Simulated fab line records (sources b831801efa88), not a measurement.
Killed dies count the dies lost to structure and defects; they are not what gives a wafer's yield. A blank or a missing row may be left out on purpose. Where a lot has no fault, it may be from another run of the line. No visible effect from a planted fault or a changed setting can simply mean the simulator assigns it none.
Comparing a struck lot with a sound one	flow sky130	15 out of 708 route steps
Sound: wafers L255.4, L255.5, L255.6. Struck: wafer L263.6 (left out: L263.2, L263.4 of the same lot, which were not struck); the cause appears at the end.
Order at every step that has rows: each side's tool, ch and its chambers, its first start. Under that, the readings that differ: sound wafers	struck wafers	difference of the means	sigmas: that difference in standard deviations of wafers without a fault.
alike: readings whose means differ by less than 2 such deviations, and words and numbers that are the same on both sides. not compared: withheld readings, readings that some wafer has no value for, bounds like >300 that may hide the same value, and numbers for which the record gives no deviation and whose values overlap.
The two part at a step that has a row with sigmas, a row that says differs or no value, or rows on one side only. Numbers that have no deviation but don't overlap get no sigmas and don't part them. A reading missing from all wafers of one side parts the sides only when that side holds two or more wafers.

SKY_SD_P_OVL_MEAS_08:
  sound: overlay-01 at day 28 05:02; struck: overlay-02 at day 31 09:20
reading	sound	struck	difference	sigmas
SD_P_OVL (nm)	0.1 1.1 0.7	-3.0	-3.6	-2
after that, 1 step had no rows for these wafers: SKY_SD_P_IMPLANT_09.
SKY_SD_P_STRIP_10: strips in O2/N2.
  sound on plasma asher-03 ch 0,1, day 28 05:14; struck on plasma asher-01 ch 0, day 31 09:31
  alike: drypump motor current A, oes product au, strip time to endpoint s
  not compared: rf hours counter h
SKY_SD_P_TW_MEAS_11:
  sound: film metro-04 at day 28 05:20; struck: film metro-02 at day 31 09:38
  alike: SD_P_TW
then, 8 steps without rows for these wafers: SKY_RES_XHIGH_DEHYDRATE_00 (time 60 s); SKY_RES_XHIGH_HMDS_01 (prime time 60 s); SKY_RES_XHIGH_COAT_02 (resist thk 1140 nm); SKY_RES_XHIGH_SOFTBAKE_03 (time 60 s); SKY_RES_XHIGH_EXPOSE_04 (exposes mask URPM, target cd 1270 nm); SKY_RES_XHIGH_PEB_05; SKY_RES_XHIGH_DEVELOP_06 (develop time 60 s); SKY_RES_XHIGH_IMPLANT_07.
SKY_RES_XHIGH_STRIP_08: strips in O2/N2.
  sound on plasma asher-03 ch 0,1, day 29 09:49; struck on plasma asher-04 ch 0, day 32 13:14
reading	sound	struck	difference	sigmas
oes product au (a.u.)	0.712 0.708 0.715	0.657	-0.055	-15
strip time to endpoint s (s)	14.27 14.27 14.25	16.36	+2.10	+49
  alike: drypump motor current A
  not compared: rf hours counter h
SKY_RES_XHIGH_TW_MEAS_09:
  sound: film metro-04 at day 29 09:54; struck: film metro-04 at day 32 13:20
  alike: RES_XHIGH_TW
-- here the record skips 17 days between the struck wafers' starts before and after, leaving off in module RES_XHIGH and picking up in module PAD_OPEN (first step shown: number 708 of the route) --
SKY_PAD_OPEN_PROBE_99:
  only the struck wafers here have rows in the record (prober-01, day 49 23:49); the sound ones have none

WHERE THEY PART
Earliest at SKY_SD_P_OVL_MEAS_08; latest, in this record, at SKY_PAD_OPEN_PROBE_99.

WHY: the cause the simulator had injected
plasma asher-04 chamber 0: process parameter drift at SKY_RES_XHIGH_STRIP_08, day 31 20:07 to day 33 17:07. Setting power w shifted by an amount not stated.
